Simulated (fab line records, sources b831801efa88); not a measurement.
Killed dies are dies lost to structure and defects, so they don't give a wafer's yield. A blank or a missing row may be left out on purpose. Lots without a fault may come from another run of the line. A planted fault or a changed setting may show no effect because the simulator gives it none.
Which tool did it? | flow gf180mcu | 11 lots, 33 wafers sampled, at 5 steps of a route of 602

WHAT THE GAUGES READ, wafer by wafer
GF_M1_CD_MEAS_14: target cd 230 nm. Usual: cd_nm 229.4 nm, standard deviation 1.3.
lot  | measured     | on        | cd_nm (nm)        | flag
L642 | day 17 03:13 | cd_sem-01 | 231.1 230.2 229.3 |
L643 | day 17 12:22 | cd_sem-02 | 229.0 229.2 229.4 |
L644 | day 17 15:09 | cd_sem-01 | 228.7 229.4 229.5 |
L645 | day 18 12:31 | cd_sem-01 | 230.5 230.4 229.4 |
L648 | day 19 05:33 | cd_sem-02 | 229.1 228.1 228.1 |
L656 | day 22 04:07 | cd_sem-01 | 230.9 231.1 230.9 |
L657 | day 22 16:25 | cd_sem-02 | 228.1 227.8 229.1 |
L660 | day 23 13:24 | cd_sem-01 | 230.7 230.7 231.3 |
L663 | day 24 14:57 | cd_sem-02 | 228.4 229.6 229.4 |
L664 | day 24 16:42 | cd_sem-02 | 229.7 230.1 229.9 |
L665 | day 25 04:20 | cd_sem-01 | 231.1 229.7 229.3 |

GF_M2_RS_MEAS_05: measures by four-point-probe. Usual: M2_ALCU_RS 0.0691 ohm/sq, standard deviation 0.00064.
lot  | measured     | on            | M2_ALCU_RS (ohm/sq)  | flag
L642 | day 18 05:47 | film_metro-02 | 0.0683 0.0677 0.0671 |
L643 | day 18 15:10 | film_metro-02 | 0.0678 0.0685 0.0690 |
L644 | day 18 20:01 | film_metro-01 | 0.0689 0.0688 0.0687 |
L645 | day 19 16:01 | film_metro-01 | 0.0694 0.0686 0.0694 |
L648 | day 20 09:29 | film_metro-01 | 0.0697 0.0701 0.0688 |
L656 | day 23 06:05 | film_metro-02 | 0.0687 0.0698 0.0691 |
L657 | day 23 18:01 | film_metro-02 | 0.0689 0.0689 0.0689 |
L660 | day 24 15:10 | film_metro-02 | 0.0700 0.0692 0.0701 |
L663 | day 25 14:55 | film_metro-03 | 0.0692 0.0697 0.0696 |
L664 | day 25 17:02 | film_metro-03 | 0.0700 0.0709 0.0698 |
L665 | day 26 04:20 | film_metro-02 | 0.0690 0.0684 0.0686 |

GF_M2_THK_MEAS_06: measures by xrf. Usual: M2_ALCU_THK 447 nm, standard deviation 4.6.
lot  | measured     | on            | M2_ALCU_THK (nm) | flag
L642 | day 18 05:53 | film_metro-02 | 450 454 459      |
L643 | day 18 15:16 | film_metro-02 | 456 453 447      |
L644 | day 18 20:07 | film_metro-01 | 449 446 448      |
L645 | day 19 16:07 | film_metro-01 | 449 453 448      |
L648 | day 20 09:37 | film_metro-01 | 442 437 446      |
L656 | day 23 06:12 | film_metro-02 | 448 462 446      |
L657 | day 23 18:08 | film_metro-02 | 447 447 446      |
L660 | day 24 15:17 | film_metro-02 | 440 447 439      |
L663 | day 25 15:02 | film_metro-03 | 445 442 443      |
L664 | day 25 17:09 | film_metro-03 | 444 437 441      |
L665 | day 26 04:27 | film_metro-02 | 447 452 449      |

WHICH TOOL RAN EACH LOT (tool, then ch and the chambers of the sampled wafers, then the start)
lot  | GF_M1_SPUTTER_04             | GF_M2_SPUTTER_04
L642 | pvd_sputter-03, day 16 04:37 | pvd_sputter-04, day 18 05:43
L643 | pvd_sputter-01, day 16 13:49 | pvd_sputter-04, day 18 15:05
L644 | pvd_sputter-03, day 16 16:43 | pvd_sputter-01, day 18 19:57
L645 | pvd_sputter-01, day 17 13:05 | pvd_sputter-02, day 19 15:56
L648 | pvd_sputter-01, day 18 05:08 | pvd_sputter-04, day 20 09:27
L656 | pvd_sputter-02, day 21 04:48 | pvd_sputter-04, day 23 06:02
L657 | pvd_sputter-03, day 21 16:53 | pvd_sputter-01, day 23 17:58
L660 | pvd_sputter-01, day 22 14:14 | pvd_sputter-01, day 24 15:07
L663 | pvd_sputter-01, day 23 16:41 | pvd_sputter-01, day 25 14:52
L664 | pvd_sputter-03, day 23 18:15 | pvd_sputter-01, day 25 16:59
L665 | pvd_sputter-02, day 24 06:20 | pvd_sputter-01, day 26 04:17
- GF_M1_SPUTTER_04: material TiN, target thk 50 nm, time 41.7 s.
- GF_M2_SPUTTER_04: material TiN, target thk 50 nm, time 41.7 s.

WHAT THE TOOLS THEMSELVES READ (means of the sampled wafers that have a number; where no wafer has one, the mark that the record gives instead)
GF_M1_SPUTTER_04. Usual: throttle_valve_pct 29.3 %, standard deviation 1.1.
lot  | tool           | throttle_valve_pct (%) | flag
L642 | pvd_sputter-03 | 30.2                   |
L643 | pvd_sputter-01 | 29.7                   |
L644 | pvd_sputter-03 | 30.0                   |
L645 | pvd_sputter-01 | 29.7                   |
L648 | pvd_sputter-01 | 30.1                   |
L656 | pvd_sputter-02 | 28.8                   |
L657 | pvd_sputter-03 | 29.5                   |
L660 | pvd_sputter-01 | 29.7                   |
L663 | pvd_sputter-01 | 30.9                   |
L664 | pvd_sputter-03 | 30.1                   |
L665 | pvd_sputter-02 | 29.7                   |

GF_M2_SPUTTER_04. Usual: throttle_valve_pct 29.5 %, standard deviation 1.5.
lot  | tool           | throttle_valve_pct (%) | flag
L642 | pvd_sputter-04 | 30.6                   |
L643 | pvd_sputter-04 | 30.3                   |
L644 | pvd_sputter-01 | 29.2                   |
L645 | pvd_sputter-02 | 29.3                   |
L648 | pvd_sputter-04 | 30.3                   |
L656 | pvd_sputter-04 | 29.1                   |
L657 | pvd_sputter-01 | 27.8                   |
L660 | pvd_sputter-01 | 28.3                   |
L663 | pvd_sputter-01 | 29.9                   |
L664 | pvd_sputter-01 | 29.7                   |
L665 | pvd_sputter-01 | 29.3                   |

THE ANSWER, worked out from the rows above alone
Rule: a lot is off if the mean of its wafers that have a number lies more than 3 standard deviations from the usual mean. A lot without any number at a reading at which 4 lots or more have one is off too. The other lots that the step has rows for count as sound. The gauges are gone through in route order, then the tools' own readings, and for those a lot's mean is taken as printed above. The first step at which some lot is off is used, and at that step the reading that is off furthest; a lot without a number counts as furthest.
No lot is off at any reading shown: from this, nothing can be told.

WHAT THE SIMULATOR HAD PUT IN
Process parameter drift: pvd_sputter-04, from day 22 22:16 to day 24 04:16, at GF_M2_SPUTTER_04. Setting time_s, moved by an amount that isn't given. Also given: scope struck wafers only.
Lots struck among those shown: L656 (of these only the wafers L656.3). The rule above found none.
